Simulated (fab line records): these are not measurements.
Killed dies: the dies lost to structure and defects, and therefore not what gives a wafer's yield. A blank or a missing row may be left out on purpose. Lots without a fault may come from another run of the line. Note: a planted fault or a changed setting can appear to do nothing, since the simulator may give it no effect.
Which of the tools did it? + flow gf180mcu + 14 lots with 42 wafers sampled at 6 steps, on a route of 602 steps

== WHAT EACH GAUGE READ, for each wafer ==
GF_HV_LDD_TW_MEAS_38.
| lot  | measured     | on            | HV_LDD_3_TW                   |
|------|--------------|---------------|-------------------------------|
| L552 | day 11 21:46 | film_metro-04 | 1414 1434 1427                |
| L553 | day 12 09:18 | film_metro-03 | 1440 1438 1440                |
| L554 | day 12 17:56 | film_metro-01 | 1430 1435 1419                |
| L555 | day 12 23:28 | film_metro-04 | 1420 1427 1424                |
| L560 | day 14 23:00 | film_metro-03 | 1313 1321 1314 1319 1315 1320 |
| L562 | day 15 04:17 | film_metro-03 | 1313 1314 1324 1318 1323 1327 |
| L566 | day 16 16:25 | film_metro-04 | 1425 1415 1417                |
| L567 | day 16 20:01 | film_metro-01 | 1417 1423 1421                |
| L568 | day 17 06:02 | film_metro-01 | 1428 1427 1432                |
| L569 | day 17 12:05 | film_metro-04 | 1419 1423 1416                |
| L570 | day 17 16:52 | film_metro-04 | 1419 1424 1424                |
| L571 | day 17 23:58 | film_metro-03 | 1448 1445 1438                |
| L572 | day 18 04:54 | film_metro-01 | 1425 1431 1432                |
| L574 | day 19 01:20 | film_metro-04 | 1431 1429 1430                |

GF_HV_LDD_RS_MEAS_53: measurement is done with a four-point probe.
| lot  | measured     | on            | HV_LDD_RS (ohm/sq)                  |
|------|--------------|---------------|-------------------------------------|
| L552 | day 12 16:28 | film_metro-04 | 418.3 419.7 418.2                   |
| L553 | day 13 04:44 | film_metro-01 | 418.4 419.7 419.3                   |
| L554 | day 13 14:05 | film_metro-01 | 419.2 419.2 419.0                   |
| L555 | day 13 19:47 | film_metro-03 | 418.4 417.9 418.3                   |
| L560 | day 15 21:01 | film_metro-03 | 440.2 439.9 441.1 440.1 439.8 440.8 |
| L562 | day 16 02:52 | film_metro-01 | 438.0 438.8 439.1 438.8 437.7 438.9 |
| L566 | day 17 15:35 | film_metro-01 | 417.7 419.0 419.9                   |
| L567 | day 17 19:34 | film_metro-04 | 420.2 419.2 419.6                   |
| L568 | day 18 05:16 | film_metro-04 | 418.9 418.6 419.9                   |
| L569 | day 18 11:14 | film_metro-03 | 418.0 417.5 419.4                   |
| L570 | day 18 17:40 | film_metro-04 | 418.2 419.5 419.6                   |
| L571 | day 18 23:32 | film_metro-03 | 417.4 418.0 419.0                   |
| L572 | day 19 05:26 | film_metro-04 | 421.6 420.4 421.3                   |
| L574 | day 20 02:10 | film_metro-01 | 419.7 419.4 419.0                   |

GF_M4_CD_MEAS_14: the cd target is 280 nm.
| lot  | measured     | on        | cd_nm (nm)        |
|------|--------------|-----------|-------------------|
| L552 | day 23 17:44 | cd_sem-02 | 281.8 281.1 281.7 |
| L553 | day 24 06:49 | cd_sem-02 | 280.8 280.5 280.3 |
| L554 | day 24 17:20 | cd_sem-02 | 279.7 279.3 280.1 |
| L555 | day 24 23:19 | cd_sem-01 | 278.8 278.9 279.5 |
| L566 | day 28 11:44 | cd_sem-01 | 279.8 281.3 281.4 |
| L567 | day 28 17:04 | cd_sem-01 | 277.8 279.1 279.9 |
| L568 | day 29 01:28 | cd_sem-01 | 282.2 282.7 282.1 |
| L569 | day 29 04:56 | cd_sem-01 | 278.7 278.4 278.9 |
| L570 | day 29 11:24 | cd_sem-02 | 278.7 278.1 277.5 |
| L571 | day 29 15:26 | cd_sem-02 | 282.0 281.4 281.1 |
| L572 | day 29 21:05 | cd_sem-01 | 279.9 279.3 281.0 |
| L574 | day 30 14:04 | cd_sem-01 | 279.5 280.3 279.4 |

== WHAT TOOL EACH LOT RAN ON (gives the tool, then ch and the chambers of the sampled wafers, and finally the start) ==
| lot  | GF_HV_LDD_IMPLANT_35            | GF_CONTACT_SPUTTER_23        | GF_V3_STRIP_18                       |
|------|---------------------------------|------------------------------|--------------------------------------|
| L552 | implanter-02 ch 0, day 11 21:23 | pvd_sputter-03, day 16 09:51 | plasma_asher-02 ch 1, day 22 18:03   |
| L553 | implanter-03 ch 0, day 12 08:56 | pvd_sputter-03, day 17 00:06 | plasma_asher-04 ch 0,1, day 23 06:35 |
| L554 | implanter-03 ch 0, day 12 17:34 | pvd_sputter-01, day 17 11:14 | plasma_asher-02 ch 0,1, day 23 17:47 |
| L555 | implanter-03 ch 0, day 12 23:04 | pvd_sputter-03, day 17 16:11 | plasma_asher-04 ch 0,1, day 24 00:02 |
| L560 | implanter-03, day 14 19:52      | -                            | -                                    |
| L562 | implanter-03, day 15 03:55      | -                            | -                                    |
| L566 | implanter-03 ch 0, day 16 16:02 | pvd_sputter-03, day 21 20:53 | plasma_asher-04 ch 0,1, day 27 13:57 |
| L567 | implanter-03 ch 0, day 16 19:37 | pvd_sputter-04, day 22 01:41 | plasma_asher-04 ch 0,1, day 27 19:59 |
| L568 | implanter-02 ch 0, day 17 05:40 | pvd_sputter-03, day 22 12:11 | plasma_asher-02 ch 0,1, day 28 04:53 |
| L569 | implanter-02 ch 0, day 17 11:43 | pvd_sputter-04, day 22 16:41 | plasma_asher-03 ch 0,1, day 28 08:04 |
| L570 | implanter-03 ch 0, day 17 16:28 | pvd_sputter-03, day 22 23:56 | plasma_asher-03 ch 0,1, day 28 14:32 |
| L571 | implanter-02 ch 0, day 17 23:36 | pvd_sputter-03, day 23 05:25 | plasma_asher-02 ch 0,1, day 28 18:59 |
| L572 | implanter-02 ch 0, day 18 04:30 | pvd_sputter-03, day 23 09:53 | plasma_asher-02 ch 0,1, day 29 00:46 |
| L574 | implanter-02 ch 0, day 19 00:58 | pvd_sputter-03, day 24 06:10 | plasma_asher-02 ch 0,1, day 29 18:03 |
- GF_HV_LDD_IMPLANT_35
- GF_CONTACT_SPUTTER_23: material TiN, target thk 10 nm, time 40 s.
- GF_V3_STRIP_18: strips in O2/N2.

== WHAT THE TOOLS THEMSELVES READ (means of the sampled wafers that have a number; where no wafer has one, the mark that the record gives instead) ==
GF_HV_LDD_IMPLANT_35.
| lot  | tool         | beam_energy_keV | beam_on_s (s) |
|------|--------------|-----------------|---------------|
| L552 | implanter-02 | 59.987          | 9.87          |
| L553 | implanter-03 | 60.003          | 9.80          |
| L554 | implanter-03 | 59.985          | 9.88          |
| L555 | implanter-03 | 59.999          | 9.71          |
| L560 | implanter-03 | -               | -             |
| L562 | implanter-03 | -               | -             |
| L566 | implanter-03 | 59.993          | 9.92          |
| L567 | implanter-03 | 59.965          | 10.09         |
| L568 | implanter-02 | 59.989          | 10.17         |
| L569 | implanter-02 | 59.986          | 9.86          |
| L570 | implanter-03 | 59.993          | 10.13         |
| L571 | implanter-02 | 59.970          | 9.82          |
| L572 | implanter-02 | 60.003          | 9.91          |
| L574 | implanter-02 | 59.990          | 10.03         |

GF_CONTACT_SPUTTER_23.
| lot  | tool           | throttle_valve_pct (%) |
|------|----------------|------------------------|
| L552 | pvd_sputter-03 | 29.4                   |
| L553 | pvd_sputter-03 | 30.5                   |
| L554 | pvd_sputter-01 | 29.3                   |
| L555 | pvd_sputter-03 | 30.7                   |
| L566 | pvd_sputter-03 | 29.8                   |
| L567 | pvd_sputter-04 | 29.8                   |
| L568 | pvd_sputter-03 | 30.8                   |
| L569 | pvd_sputter-04 | 30.1                   |
| L570 | pvd_sputter-03 | 30.2                   |
| L571 | pvd_sputter-03 | 30.2                   |
| L572 | pvd_sputter-03 | 30.3                   |
| L574 | pvd_sputter-03 | 30.1                   |

GF_V3_STRIP_18.
| lot  | tool            | drypump_motor_current_A (A) | heater_power_w (W) | n2_flow_sccm (sccm) | oes_product_au (a.u.) |
|------|-----------------|-----------------------------|--------------------|---------------------|-----------------------|
| L552 | plasma_asher-02 | 6.0                         | 343                | 300.1               | 0.587                 |
| L553 | plasma_asher-04 | 5.9                         | 330                | 299.7               | 0.597                 |
| L554 | plasma_asher-02 | 6.1                         | 337                | 300.3               | 0.590                 |
| L555 | plasma_asher-04 | 5.5                         | 326                | 300.5               | 0.593                 |
| L566 | plasma_asher-04 | 5.9                         | 333                | 299.7               | 0.596                 |
| L567 | plasma_asher-04 | 5.9                         | 335                | 300.1               | 0.596                 |
| L568 | plasma_asher-02 | 6.1                         | 343                | 300.0               | 0.596                 |
| L569 | plasma_asher-03 | 5.4                         | 350                | 300.3               | 0.593                 |
| L570 | plasma_asher-03 | 5.9                         | 328                | 300.4               | 0.592                 |
| L571 | plasma_asher-02 | 6.0                         | 336                | 300.2               | 0.589                 |
| L572 | plasma_asher-02 | 6.1                         | 336                | 300.3               | 0.596                 |
| L574 | plasma_asher-02 | 6.1                         | 343                | 299.0               | 0.592                 |

== THE ANSWER, worked out from the rows above alone ==
Rule: the usual values come from the lots themselves. The widest of any qualifying gaps counts: lots, ordered by their means at a reading, are off when they make up no more than a third of the lots, leave a main group of 4 or more, and stand apart from it by 3 or more times the standard deviation of that group's means. The tables above print the reading to a certain number of digits; a main group whose means all agree to those digits is not used. Also off: a lot with no number at a reading for which 4 or more lots have one. Where the step has rows for the other lots, those lots are counted as sound. First the gauges in route order, then the tools' own readings, where a lot's mean is used as printed above. The first step at which some lot is off is used, and at that step the reading that is off furthest; a lot without a number counts as furthest.
Off: L560, L562, seen at GF_HV_LDD_TW_MEAS_38 (HV_LDD_3_TW). Mean 1427 and standard deviation 7.4 in the main group.
If a tool, at a process step before that reading, ran all the lots that are off and no sound lot after the first of them, it fits. The gauges at GF_HV_LDD_TW_MEAS_38 aren't tried: what is off there is off at GF_HV_LDD_IMPLANT_35 too, on other tools, and a gauge's error can't cause that. No candidate that was tried fits.

== WHAT THE SIMULATOR HAD PUT IN ==
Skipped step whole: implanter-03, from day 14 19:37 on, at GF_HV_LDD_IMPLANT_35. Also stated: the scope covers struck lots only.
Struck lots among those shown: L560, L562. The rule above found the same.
